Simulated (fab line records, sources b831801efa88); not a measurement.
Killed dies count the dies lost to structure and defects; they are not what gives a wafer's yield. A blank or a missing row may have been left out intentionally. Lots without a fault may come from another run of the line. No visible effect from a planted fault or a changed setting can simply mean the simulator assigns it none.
The tool behind it: which one? :: flow gf180mcu :: Sampling: 12 lots, 35 wafers, 6 of 602 route steps

WHAT EACH GAUGE READ, for each wafer
GF_M1_RS_MEAS_05: a four-point-probe measurement.
lot: L968
measured: day 16 17:43
on: filmMetro-02
M1_ALCU_RS (ohm/sq): 0.0706 0.0701 0.0715

lot: L969
measured: day 16 23:29
on: filmMetro-01
M1_ALCU_RS (ohm/sq): 0.0717 0.0693 0.0716

lot: L971
measured: day 17 22:12
on: filmMetro-01
M1_ALCU_RS (ohm/sq): 0.0692 0.0702 0.0701

lot: L972
measured: day 18 06:39
on: filmMetro-04
M1_ALCU_RS (ohm/sq): 0.0686 0.0679 0.0692

lot: L973
measured: day 18 13:24
on: filmMetro-02
M1_ALCU_RS (ohm/sq): 0.0701 0.0703 0.0711

lot: L977
measured: day 20 05:29
on: filmMetro-02
M1_ALCU_RS (ohm/sq): 0.0691 0.0688 0.0696

lot: L979
measured: day 20 20:36
on: filmMetro-04
M1_ALCU_RS (ohm/sq): 0.0706 0.0700 0.0701

lot: L981
measured: day 21 09:31
on: filmMetro-01
M1_ALCU_RS (ohm/sq): 0.0689 0.0702

lot: L987
measured: day 23 13:44
on: filmMetro-01
M1_ALCU_RS (ohm/sq): 0.0706 0.0703 0.0700

lot: L988
measured: day 23 23:56
on: filmMetro-04
M1_ALCU_RS (ohm/sq): 0.0687 0.0694 0.0678

lot: L989
measured: day 24 04:53
on: filmMetro-02
M1_ALCU_RS (ohm/sq): 0.0695 0.0691 0.0687

lot: L990
measured: day 24 17:53
on: filmMetro-02
M1_ALCU_RS (ohm/sq): 0.0690 0.0686 0.0690

GF_M2_RS_MEAS_05: a four-point-probe measurement.
lot: L968
measured: day 18 19:50
on: filmMetro-02
M2_ALCU_RS (ohm/sq): 0.0701 0.0700 0.0700

lot: L969
measured: day 19 02:05
on: filmMetro-02
M2_ALCU_RS (ohm/sq): 0.0709 0.0705 0.0710

lot: L971
measured: day 20 02:28
on: filmMetro-02
M2_ALCU_RS (ohm/sq): 0.0700 0.0705 0.0695

lot: L972
measured: day 20 10:17
on: filmMetro-02
M2_ALCU_RS (ohm/sq): 0.0683 0.0683 0.0691

lot: L973
measured: day 20 17:29
on: filmMetro-03
M2_ALCU_RS (ohm/sq): 0.0688 0.0692 0.0705

lot: L977
measured: day 22 09:26
on: filmMetro-02
M2_ALCU_RS (ohm/sq): 0.0705 0.0715 0.0700

lot: L979
measured: day 22 23:05
on: filmMetro-03
M2_ALCU_RS (ohm/sq): 0.0702 0.0706 0.0772

lot: L981
measured: day 23 12:05
on: filmMetro-02
M2_ALCU_RS (ohm/sq): 0.0693 0.0778

lot: L987
measured: day 25 13:23
on: filmMetro-03
M2_ALCU_RS (ohm/sq): 0.0697 0.0706 0.0712

lot: L988
measured: day 25 22:57
on: filmMetro-02
M2_ALCU_RS (ohm/sq): 0.0697 0.0695 0.0698

lot: L989
measured: day 26 03:36
on: filmMetro-01
M2_ALCU_RS (ohm/sq): 0.0687 0.0690 0.0692

lot: L990
measured: day 26 14:56
on: filmMetro-02
M2_ALCU_RS (ohm/sq): 0.0692 0.0692 0.0702

GF_M2_THK_MEAS_06: measures by xrf.
lot: L968
measured: day 18 19:56
on: filmMetro-02
M2_ALCU_THK (nm): 453 453 455

lot: L969
measured: day 19 02:13
on: filmMetro-02
M2_ALCU_THK (nm): 448 450 446

lot: L971
measured: day 20 02:35
on: filmMetro-02
M2_ALCU_THK (nm): 451 448 454

lot: L972
measured: day 20 10:24
on: filmMetro-02
M2_ALCU_THK (nm): 461 462 458

lot: L973
measured: day 20 17:36
on: filmMetro-03
M2_ALCU_THK (nm): 458 453 448

lot: L977
measured: day 22 09:32
on: filmMetro-02
M2_ALCU_THK (nm): 448 440 452

lot: L979
measured: day 22 23:12
on: filmMetro-03
M2_ALCU_THK (nm): 447 447 410

lot: L981
measured: day 23 12:10
on: filmMetro-02
M2_ALCU_THK (nm): 458 408

lot: L987
measured: day 25 13:29
on: filmMetro-03
M2_ALCU_THK (nm): 450 446 442

lot: L988
measured: day 25 23:03
on: filmMetro-02
M2_ALCU_THK (nm): 454 456 455

lot: L989
measured: day 26 03:43
on: filmMetro-01
M2_ALCU_THK (nm): 461 455 457

lot: L990
measured: day 26 15:04
on: filmMetro-02
M2_ALCU_THK (nm): 459 457 450

EACH LOT AND THE TOOL THAT RAN IT (in order: tool; ch and the chambers of the sampled wafers; start)
lot: L968
GF_M2_SPUTTER_01: pvdSputter-01, day 18 19:41
GF_M2_SPUTTER_02: pvdSputter-01, day 18 19:43
GF_M2_SPUTTER_04: pvdSputter-01, day 18 19:46

lot: L969
GF_M2_SPUTTER_01: pvdSputter-04, day 19 01:58
GF_M2_SPUTTER_02: pvdSputter-04, day 19 02:00
GF_M2_SPUTTER_04: pvdSputter-04, day 19 02:03

lot: L971
GF_M2_SPUTTER_01: pvdSputter-03, day 20 02:21
GF_M2_SPUTTER_02: pvdSputter-03, day 20 02:23
GF_M2_SPUTTER_04: pvdSputter-03, day 20 02:26

lot: L972
GF_M2_SPUTTER_01: pvdSputter-01, day 20 10:10
GF_M2_SPUTTER_02: pvdSputter-01, day 20 10:11
GF_M2_SPUTTER_04: pvdSputter-01, day 20 10:14

lot: L973
GF_M2_SPUTTER_01: pvdSputter-01, day 20 17:21
GF_M2_SPUTTER_02: pvdSputter-01, day 20 17:23
GF_M2_SPUTTER_04: pvdSputter-01, day 20 17:26

lot: L977
GF_M2_SPUTTER_01: pvdSputter-04, day 22 09:17
GF_M2_SPUTTER_02: pvdSputter-04, day 22 09:19
GF_M2_SPUTTER_04: pvdSputter-04, day 22 09:22

lot: L979
GF_M2_SPUTTER_01: pvdSputter-01, day 22 22:58
GF_M2_SPUTTER_02: pvdSputter-01, day 22 22:59
GF_M2_SPUTTER_04: pvdSputter-01, day 22 23:02

lot: L981
GF_M2_SPUTTER_01: pvdSputter-01, day 23 11:53
GF_M2_SPUTTER_02: pvdSputter-01, day 23 11:55
GF_M2_SPUTTER_04: pvdSputter-01, day 23 11:59

lot: L987
GF_M2_SPUTTER_01: pvdSputter-03, day 25 13:14
GF_M2_SPUTTER_02: pvdSputter-03, day 25 13:16
GF_M2_SPUTTER_04: pvdSputter-03, day 25 13:19

lot: L988
GF_M2_SPUTTER_01: pvdSputter-01, day 25 22:47
GF_M2_SPUTTER_02: pvdSputter-01, day 25 22:49
GF_M2_SPUTTER_04: pvdSputter-01, day 25 22:52

lot: L989
GF_M2_SPUTTER_01: pvdSputter-01, day 26 03:29
GF_M2_SPUTTER_02: pvdSputter-01, day 26 03:31
GF_M2_SPUTTER_04: pvdSputter-01, day 26 03:34

lot: L990
GF_M2_SPUTTER_01: pvdSputter-01, day 26 14:49
GF_M2_SPUTTER_02: pvdSputter-01, day 26 14:51
GF_M2_SPUTTER_04: pvdSputter-01, day 26 14:54
- GF_M2_SPUTTER_01: material TiN, target thk 30 nm, time 25 s.
- GF_M2_SPUTTER_02: material AlCu, target thk 450 nm, time 23.9 s.
- GF_M2_SPUTTER_04: material TiN, target thk 50 nm, time 41.7 s.

WHAT THE TOOLS THEMSELVES READ (means of the sampled wafers that have a number; where no wafer has one, the mark that the record gives instead)
GF_M2_SPUTTER_01.
lot: L968
tool: pvdSputter-01
throttleValvePct (%): 30.1

lot: L969
tool: pvdSputter-04
throttleValvePct (%): 30.0

lot: L971
tool: pvdSputter-03
throttleValvePct (%): 30.0

lot: L972
tool: pvdSputter-01
throttleValvePct (%): 29.6

lot: L973
tool: pvdSputter-01
throttleValvePct (%): 29.6

lot: L977
tool: pvdSputter-04
throttleValvePct (%): 30.6

lot: L979
tool: pvdSputter-01
throttleValvePct (%): 30.1

lot: L981
tool: pvdSputter-01
throttleValvePct (%): 29.8

lot: L987
tool: pvdSputter-03
throttleValvePct (%): 29.8

lot: L988
tool: pvdSputter-01
throttleValvePct (%): 29.7

lot: L989
tool: pvdSputter-01
throttleValvePct (%): 29.5

lot: L990
tool: pvdSputter-01
throttleValvePct (%): 29.6

GF_M2_SPUTTER_02.
lot: L968
tool: pvdSputter-01
throttleValvePct (%): 30.1

lot: L969
tool: pvdSputter-04
throttleValvePct (%): 30.1

lot: L971
tool: pvdSputter-03
throttleValvePct (%): 29.9

lot: L972
tool: pvdSputter-01
throttleValvePct (%): 29.7

lot: L973
tool: pvdSputter-01
throttleValvePct (%): 29.5

lot: L977
tool: pvdSputter-04
throttleValvePct (%): 30.5

lot: L979
tool: pvdSputter-01
throttleValvePct (%): 30.2

lot: L981
tool: pvdSputter-01
throttleValvePct (%): 29.9

lot: L987
tool: pvdSputter-03
throttleValvePct (%): 29.8

lot: L988
tool: pvdSputter-01
throttleValvePct (%): 29.7

lot: L989
tool: pvdSputter-01
throttleValvePct (%): 29.6

lot: L990
tool: pvdSputter-01
throttleValvePct (%): 29.5

GF_M2_SPUTTER_04.
lot: L968
tool: pvdSputter-01
throttleValvePct (%): 30.1

lot: L969
tool: pvdSputter-04
throttleValvePct (%): 30.1

lot: L971
tool: pvdSputter-03
throttleValvePct (%): 29.8

lot: L972
tool: pvdSputter-01
throttleValvePct (%): 29.7

lot: L973
tool: pvdSputter-01
throttleValvePct (%): 29.6

lot: L977
tool: pvdSputter-04
throttleValvePct (%): 30.5

lot: L979
tool: pvdSputter-01
throttleValvePct (%): 30.1

lot: L981
tool: pvdSputter-01
throttleValvePct (%): 29.8

lot: L987
tool: pvdSputter-03
throttleValvePct (%): 29.8

lot: L988
tool: pvdSputter-01
throttleValvePct (%): 29.6

lot: L989
tool: pvdSputter-01
throttleValvePct (%): 29.5

lot: L990
tool: pvdSputter-01
throttleValvePct (%): 29.7

THE ANSWER, worked out from the rows above alone
Rule: what is usual is taken from the lots themselves. Put in order of their means at a reading, lots are off if they are a third of the lots or fewer, leave a main group of 4 or more, and stand apart from it by a gap of 3 or more times the standard deviation of the main group's means; of several such gaps the widest counts. Not used: any main group whose means are identical at the precision the tables above print for the reading. A lot without any number at a reading at which 4 lots or more have one is off too. Where the step has rows for the other lots, those lots are counted as sound. First the gauges in route order, then the tools' own readings, where a lot's mean is used as printed above. At the first step where some lot is off, the reading lying furthest off is the one used; lots without a number count as furthest.
Across all readings shown, no lot is off: no conclusion can be drawn from this.

WHAT WAS PUT IN BY THE SIMULATOR
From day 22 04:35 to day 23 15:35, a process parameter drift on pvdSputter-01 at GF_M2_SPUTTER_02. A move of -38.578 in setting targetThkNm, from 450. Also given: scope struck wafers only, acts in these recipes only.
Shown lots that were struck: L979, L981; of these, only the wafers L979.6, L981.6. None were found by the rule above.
